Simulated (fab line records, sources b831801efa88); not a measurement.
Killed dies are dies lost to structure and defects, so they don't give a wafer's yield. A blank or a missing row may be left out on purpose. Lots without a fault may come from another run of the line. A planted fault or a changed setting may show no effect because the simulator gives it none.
Problem report in the 8D (eight disciplines) form, filled by code | flow gf180mcu | the parts of the form that need people (team, actions taken, sign-off) are left out

1. THE PROBLEM
rf_fwd_power_W at GF_V4_ETCH_16 reads a mean of 574.8 W on 2 wafers of 2 lots; wafers without a fault read 495.5 W with a standard deviation of 1.8. That is +44 standard deviations from the usual mean.
The step: etches BARC in N2/H2.
First seen on wafer L677.4, day 27 21:31, on rie_diel-04. The record holds 36 wafers of 12 lots with a number at this step. Rule for "out", or "out of limits": more than 4 standard deviations from the usual mean. The other wafers with a number count as sound.

2. WHAT IT IS AND WHAT IT IS NOT
question                    | is                | is not
which readings at this step | rf_fwd_power_W    | drypump_motor_current_A, oes_product_au, throttle_valve_pct
which lots                  | L677, L678        | L668, L669, L671, L672, L673, L685, L686, L688, L689, L691
which wafers of those lots  | L677.4, L678.6    | L677.2, L677.5, L678.3, L678.5
read on which tools         | rie_diel-04       | rie_diel-01, rie_diel-03
when                        | from day 27 21:31 | up to then (17 sound wafers); but 17 sound wafers of L678, L685, L686, L688, L689, L691 came after

3. SUSPECTS, AND WHAT RULES EACH OUT
Counting: a tool at a process step up to the reading stays a suspect if it ran every lot that is out. Sound lots after the first of them don't rule it out here, since some wafers of a struck lot are sound.
- plasma_asher-01 at GF_V3_STRIP_18 (strips in O2/N2): kept. It ran every lot that is out, first L677 (day 26 01:18); its last sound lot up to then is L668 (day 22 02:21).
- pvd_sputter-03 at GF_V3_SPUTTER_21 (material Ti, target thk 15 nm, time 80.02 s): kept. It ran every lot that is out, first L677 (day 26 01:50); its last sound lot up to then is L668 (day 22 02:53).
- rie_diel-04 at GF_V4_ETCH_16 (etches BARC in N2/H2): kept. It ran every lot that is out, first L677 (day 27 21:31); its last sound lot up to then is L671 (day 25 08:47). Its own readings are out on those wafers: rf_fwd_power_W.
- Within rie_diel-04 at GF_V4_ETCH_16: the wafers that are out ran in chamber 0; their sound lot-mates ran in chambers 1, 3.
Left after counting: plasma_asher-01 at GF_V3_STRIP_18, pvd_sputter-03 at GF_V3_SPUTTER_21, rie_diel-04 at GF_V4_ETCH_16.

4. THE CAUSE (what the simulator had put in)
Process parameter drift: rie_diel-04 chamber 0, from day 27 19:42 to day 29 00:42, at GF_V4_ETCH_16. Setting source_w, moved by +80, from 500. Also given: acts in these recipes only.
Counting left 3 suspects, and this tool is among them.

5. THE CHAIN OF EFFECTS, in route order
Each row: a reading whose mean over the struck wafers that have a number lies more than 3 standard deviations from the usual. Only readings for which the record gives a usual standard deviation are gone through. hours: the time from each lot's start at the first step in this table that gives one to its start at this step, as a median over the lots. sigmas: the change in usual standard deviations.
hours | step          | reading        | usual   | on struck wafers | change | sigmas
0     | GF_V4_ETCH_16 | rf_fwd_power_W | 495.5 W | 574.8            | +79.3  | +44
The process steps in it:
- GF_V4_ETCH_16: etches BARC in N2/H2.

6. WHAT WOULD HAVE CAUGHT IT SOONER
In this record the first reading out of limits was taken at day 27 21:31, 2 hours after the fault began at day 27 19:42.
